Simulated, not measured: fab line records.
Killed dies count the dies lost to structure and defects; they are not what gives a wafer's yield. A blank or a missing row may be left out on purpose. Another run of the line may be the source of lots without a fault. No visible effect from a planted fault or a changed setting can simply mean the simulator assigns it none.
Problem report in the 8D (eight disciplines) form, filled by code || flow sky130 || the parts of the form that need people (team, actions taken, sign-off) are left out

## 1. THE PROBLEM
Mean of spinSpeedRpm at SKY_POLY_GATE_COAT_07: 3047.8 rpm across 6 wafers in 2 lots; on wafers with no fault it is 3000.1 rpm (standard deviation 1.9). Relative to the usual mean, that is a shift of +25 standard deviations.
The step: resist thk 110 nm.
First observed at day 18 19:47: wafer L135.2, on lithoTrack-03. The record holds 42 wafers of 14 lots with a number at this step. Rule for "out", or "out of limits": more than 4 standard deviations from the usual mean. All remaining wafers that have a number are taken as sound.

## 2. WHAT THIS IS AND IS NOT
{"question": "which readings at this step", "is": "spinSpeedRpm", "is not": "-"}
{"question": "which lots", "is": "L135, L138", "is not": "L128, L129, L139, L141, L143, L144, L145, L146, L147, L148, L149, L150"}
{"question": "which wafers of those lots", "is": "all that have a number", "is not": "-"}
{"question": "read on which tools", "is": "lithoTrack-03", "is not": "lithoTrack-01, lithoTrack-04"}
{"question": "when", "is": "from day 18 19:47", "is not": "up to then (6 sound wafers); but 30 sound wafers of L139, L141, L143, L144, L145, L146, L147, L148, L149, L150 came after"}

## 3. WHAT RULES OUT EACH SUSPECT
Counting: any tool at a process step up to the reading is kept as a suspect provided that every lot that is out went through it and no sound lot did after the first of them.
- lithoTrack-03 at SKY_POLY_GATE_COAT_07 (resist thk 110 nm): ruled out as a lasting fault. Following L135 (day 18 19:47), the first lot on it that is out, the sound lots L145, L146, L149 were run on it.
Left after counting: nothing in the record.

## 4. THE CAUSE (what the simulator had put in)
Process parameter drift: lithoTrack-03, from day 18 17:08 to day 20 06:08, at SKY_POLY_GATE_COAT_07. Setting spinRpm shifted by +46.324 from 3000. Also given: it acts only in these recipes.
Counting ruled it out, wrongly.

## 5. THE CHAIN OF EFFECTS, in route order
Each row: a reading where the mean over the struck wafers with a number is more than 3 standard deviations away from the usual. Readings are gone through only where the record gives a usual standard deviation; hours: the median, over the lots, of the time from a lot's start at the first step in this table giving one to that lot's start at this step; sigmas: the change measured in usual standard deviations.
{"hours": 0, "step": "SKY_POLY_GATE_COAT_07", "reading": "spinSpeedRpm", "usual": "3000.1 rpm", "on struck wafers": 3047.8, "change": "+47.7", "sigmas": "+25"}
Process steps it contains:
- SKY_POLY_GATE_COAT_07: resist thk 110 nm.
Later steps that measure or inspect, where all struck wafers having a row at the step show a number for every such reading and not one has moved that far: SKY_POLY_GATE_OVL_MEAS_14, SKY_LDD_P_CD_MEAS_07, SKY_LDD_P_TW_MEAS_11.

## 6. HOW IT WOULD HAVE BEEN CAUGHT EARLIER
First out-of-limits reading in this record: day 18 19:47, which is 3 hours after fault onset at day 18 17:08.
